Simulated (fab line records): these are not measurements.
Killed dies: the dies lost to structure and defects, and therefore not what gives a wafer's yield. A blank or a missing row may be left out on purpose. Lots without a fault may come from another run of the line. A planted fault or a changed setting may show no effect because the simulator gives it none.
Chamber matching + flow gf180mcu + 4 sister chambers for GF_SAB_ETCH_11 on rieDiel-02
The step etches SiO2 in C4F8/O2/Ar, target depth 55 nm, time 8.5 s. 14 wafers are shown with their chamber, then 7 later ones without.

== WAFERS, EACH WITH ITS CHAMBER ==
| wafer  | chamber | oesProductAu (a.u.) | rfFwdPowerW (W) |
|--------|---------|---------------------|-----------------|
| L689.2 | 1       | 0.977               | 1471            |
| L689.3 | 0       | 0.990               | 1479            |
| L689.6 | 2       | 1.008               | 1460            |
| L692.2 | 1       | 0.987               | 1467            |
| L692.4 | 3       | 0.995               | 1468            |
| L692.6 | 2       | 1.018               | 1460            |
| L693.1 | 1       | 0.992               | 1480            |
| L693.3 | 3       | 0.993               | 1472            |
| L693.5 | 3       | 1.001               | 1468            |
| L694.1 | 2       | 1.011               | 1467            |
| L694.4 | 1       | 0.990               | 1476            |
| L694.5 | 0       | 0.970               | 1477            |
| L697.2 | 0       | 0.992               | 1483            |
| L697.3 | 3       | 1.008               | 1459            |

SIGNATURES, as means of the wafers listed above
| reading      | chamber 0 | chamber 1 | chamber 2 | chamber 3 | scatter within a chamber |
|--------------|-----------|-----------|-----------|-----------|--------------------------|
| oesProductAu | 0.98400   | 0.98650   | 1.01233   | 0.99925   | 0.00786                  |
| rfFwdPowerW  | 1479.67   | 1473.50   | 1462.33   | 1466.75   | 4.89                     |
Rule: distance of a wafer from a chamber = root of the sum over the readings of ((wafer's reading minus chamber's mean) / reading's scatter) squared. If the next closest chamber is less than 2 further off than the closest, the wafer can't be placed; otherwise it belongs to the closest. The scatter is the square root of a quotient: the sum, over the shown wafers, of each reading's squared deviation from its chamber's mean, divided by wafers minus chambers.

== WAFERS WITHOUT THEIR CHAMBER ==
| wafer  | oesProductAu (a.u.) | rfFwdPowerW (W) |
|--------|---------------------|-----------------|
| L697.6 | 1.018               | 1466            |
| L698.1 | 0.996               | 1476            |
| L698.2 | 0.987               | 1484            |
| L698.5 | 0.989               | 1475            |
| L699.1 | 0.990               | 1476            |
| L699.5 | 0.988               | 1487            |
| L699.6 | 0.990               | 1472            |

== CHAMBER TAKEN BY EACH ==
| wafer  | from the rows above          | in truth |
|--------|------------------------------|----------|
| L697.6 | can't be placed: 2 or 3      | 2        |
| L698.1 | can't be placed: 1 or 0 or 3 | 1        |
| L698.2 | can't be placed: 0 or 1      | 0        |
| L698.5 | can't be placed: 1 or 0 or 3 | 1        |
| L699.1 | can't be placed: 1 or 0 or 3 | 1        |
| L699.5 | can't be placed: 0 or 1      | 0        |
| L699.6 | can't be placed: 1 or 3 or 0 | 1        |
Correct placement for 0 of the 7. Can't be placed from these rows: 7 (the true chamber is among the candidates in 7). Wrongly placed: 0.
